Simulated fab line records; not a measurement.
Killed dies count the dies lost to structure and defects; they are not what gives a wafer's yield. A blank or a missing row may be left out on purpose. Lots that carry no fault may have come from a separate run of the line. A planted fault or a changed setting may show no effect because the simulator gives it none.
Chamber matching | flow sfq line | 4 sister chambers for SFQ_TRILAYER_I7_CMP_CMP_184 on cmp-01
The step polishes SiO2. 4 wafers are shown with their chamber, then 7 later ones without.

== WAFERS PAIRED WITH THEIR CHAMBERS ==
wafer  | chamber | motor current A (A)
L814.3 | 3       | 10.7
L823.3 | 2       | 7.9
L824.2 | 1       | 10.0
L824.4 | 0       | 10.6

== WAFERS WITHOUT THEIR CHAMBER ==
wafer  | motor current A (A)
L824.5 | 10.1
L826.4 | 10.9
L826.5 | 10.0
L826.6 | 8.3
L832.3 | 8.0
L832.5 | 10.4
L832.6 | 7.9

== WHICH CHAMBER EACH WENT THROUGH ==
wafer  | from the rows above          | in truth
L824.5 | 1                            | 1
L826.4 | can't be placed: 3 or 0      | 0
L826.5 | 1                            | 1
L826.6 | 2                            | 2
L832.3 | 2                            | 2
L832.5 | can't be placed: 0 or 3 or 1 | 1
L832.6 | 2                            | 2
Correct placement for 5 of the 7. Not placeable from these rows: 2 (in 2, the candidates include the true chamber). Wrongly placed: 0.
How it was worked out, from the rows above alone: a wafer's distance from a chamber is the root of the sum, over the readings, of the square of ((its reading less the chamber's mean) divided by the reading's scatter). If the next closest chamber is less than 2 further off than the closest, the wafer can't be placed; otherwise it belongs to the closest. A chamber's mean is the mean of its shown wafers. The scatter (one wafer shown for each chamber): square how far every hidden wafer sits from the nearest shown wafer, average those squares and take the square root.
